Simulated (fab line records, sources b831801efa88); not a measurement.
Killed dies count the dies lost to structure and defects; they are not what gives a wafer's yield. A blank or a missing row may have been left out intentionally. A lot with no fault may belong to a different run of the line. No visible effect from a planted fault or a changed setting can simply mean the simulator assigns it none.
Chamber matching / flow sky130 / SKY_VIA3_CMP_02 on cmp-01 has 4 sister chambers
The step polishes SiO2. 30 wafers are shown with their chamber, then 12 later ones without.

== WAFERS PAIRED WITH THEIR CHAMBERS ==
wafer=L075.1; chamber=2; motor_current_A (A)=10.8; slurry_filter_dp_kPa (kPa)=13.49
wafer=L075.2; chamber=3; motor_current_A (A)=9.9; slurry_filter_dp_kPa (kPa)=13.40
wafer=L075.3; chamber=1; motor_current_A (A)=12.4; slurry_filter_dp_kPa (kPa)=13.44
wafer=L077.2; chamber=1; motor_current_A (A)=13.1; slurry_filter_dp_kPa (kPa)=13.74
wafer=L077.4; chamber=0; motor_current_A (A)=10.6; slurry_filter_dp_kPa (kPa)=13.67
wafer=L077.6; chamber=0; motor_current_A (A)=10.8; slurry_filter_dp_kPa (kPa)=13.58
wafer=L078.2; chamber=1; motor_current_A (A)=12.8; slurry_filter_dp_kPa (kPa)=13.62
wafer=L078.5; chamber=3; motor_current_A (A)=9.6; slurry_filter_dp_kPa (kPa)=13.61
wafer=L078.6; chamber=2; motor_current_A (A)=10.6; slurry_filter_dp_kPa (kPa)=13.38
wafer=L079.1; chamber=3; motor_current_A (A)=9.6; slurry_filter_dp_kPa (kPa)=13.64
wafer=L079.3; chamber=2; motor_current_A (A)=10.4; slurry_filter_dp_kPa (kPa)=13.34
wafer=L079.6; chamber=3; motor_current_A (A)=9.2; slurry_filter_dp_kPa (kPa)=13.52
wafer=L080.1; chamber=0; motor_current_A (A)=10.5; slurry_filter_dp_kPa (kPa)=13.51
wafer=L080.4; chamber=1; motor_current_A (A)=11.4; slurry_filter_dp_kPa (kPa)=13.34
wafer=L080.5; chamber=1; motor_current_A (A)=12.8; slurry_filter_dp_kPa (kPa)=13.53
wafer=L081.1; chamber=1; motor_current_A (A)=12.8; slurry_filter_dp_kPa (kPa)=13.55
wafer=L081.2; chamber=2; motor_current_A (A)=10.5; slurry_filter_dp_kPa (kPa)=13.48
wafer=L081.4; chamber=0; motor_current_A (A)=10.4; slurry_filter_dp_kPa (kPa)=13.46
wafer=L082.2; chamber=0; motor_current_A (A)=9.8; slurry_filter_dp_kPa (kPa)=13.49
wafer=L082.5; chamber=2; motor_current_A (A)=10.2; slurry_filter_dp_kPa (kPa)=13.65
wafer=L082.6; chamber=1; motor_current_A (A)=12.5; slurry_filter_dp_kPa (kPa)=13.50
wafer=L083.1; chamber=0; motor_current_A (A)=9.9; slurry_filter_dp_kPa (kPa)=13.37
wafer=L083.3; chamber=2; motor_current_A (A)=10.8; slurry_filter_dp_kPa (kPa)=13.67
wafer=L083.4; chamber=1; motor_current_A (A)=13.2; slurry_filter_dp_kPa (kPa)=13.58
wafer=L084.1; chamber=2; motor_current_A (A)=10.6; slurry_filter_dp_kPa (kPa)=13.40
wafer=L084.3; chamber=3; motor_current_A (A)=9.8; slurry_filter_dp_kPa (kPa)=13.37
wafer=L084.5; chamber=1; motor_current_A (A)=12.7; slurry_filter_dp_kPa (kPa)=13.56
wafer=L085.3; chamber=1; motor_current_A (A)=12.7; slurry_filter_dp_kPa (kPa)=13.51
wafer=L085.4; chamber=2; motor_current_A (A)=11.2; slurry_filter_dp_kPa (kPa)=13.26
wafer=L085.6; chamber=2; motor_current_A (A)=11.0; slurry_filter_dp_kPa (kPa)=13.47

SIGNATURES (means of the wafers above)
reading=motor_current_A; chamber 0=10.333; chamber 1=12.640; chamber 2=10.678; chamber 3=9.620; scatter within a chamber=0.395
reading=slurry_filter_dp_kPa; chamber 0=13.5133; chamber 1=13.5370; chamber 2=13.4600; chamber 3=13.5080; scatter within a chamber=0.117
Rule: distance of a wafer from a chamber = root of the sum over the readings of ((wafer's reading minus chamber's mean) / reading's scatter) squared. The wafer belongs to the nearest chamber; if the next one is less than 2 further off, it can't be placed. The scatter: the root of (the sum of the squares of (reading less its chamber's mean) over the shown wafers, divided by (wafers less chambers)).

== WAFERS WITHOUT THEIR CHAMBER ==
wafer=L090.3; motor_current_A (A)=13.1; slurry_filter_dp_kPa (kPa)=13.38
wafer=L090.5; motor_current_A (A)=13.1; slurry_filter_dp_kPa (kPa)=13.73
wafer=L090.6; motor_current_A (A)=10.9; slurry_filter_dp_kPa (kPa)=13.39
wafer=L093.1; motor_current_A (A)=10.2; slurry_filter_dp_kPa (kPa)=13.59
wafer=L093.4; motor_current_A (A)=9.4; slurry_filter_dp_kPa (kPa)=13.53
wafer=L093.5; motor_current_A (A)=11.3; slurry_filter_dp_kPa (kPa)=13.67
wafer=L094.3; motor_current_A (A)=9.2; slurry_filter_dp_kPa (kPa)=13.51
wafer=L094.5; motor_current_A (A)=9.7; slurry_filter_dp_kPa (kPa)=13.41
wafer=L094.6; motor_current_A (A)=10.2; slurry_filter_dp_kPa (kPa)=13.29
wafer=L097.2; motor_current_A (A)=10.0; slurry_filter_dp_kPa (kPa)=13.55
wafer=L097.4; motor_current_A (A)=12.5; slurry_filter_dp_kPa (kPa)=13.31
wafer=L097.5; motor_current_A (A)=10.6; slurry_filter_dp_kPa (kPa)=13.54

== EACH ONE'S CHAMBER ==
wafer=L090.3; from the rows above=1; in truth=1
wafer=L090.5; from the rows above=1; in truth=1
wafer=L090.6; from the rows above=can't be placed: 2 or 0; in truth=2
wafer=L093.1; from the rows above=can't be placed: 0 or 3 or 2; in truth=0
wafer=L093.4; from the rows above=can't be placed: 3 or 0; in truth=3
wafer=L093.5; from the rows above=can't be placed: 2 or 0 or 1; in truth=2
wafer=L094.3; from the rows above=can't be placed: 3 or 0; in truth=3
wafer=L094.5; from the rows above=can't be placed: 3 or 0 or 2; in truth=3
wafer=L094.6; from the rows above=can't be placed: 2 or 0 or 3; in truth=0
wafer=L097.2; from the rows above=can't be placed: 0 or 3 or 2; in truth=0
wafer=L097.4; from the rows above=1; in truth=1
wafer=L097.5; from the rows above=can't be placed: 2 or 0 or 3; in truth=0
Correctly placed: 3 of 12. These rows do not allow placing 9 (true chamber among the candidates in 9). Placed wrongly: 0.
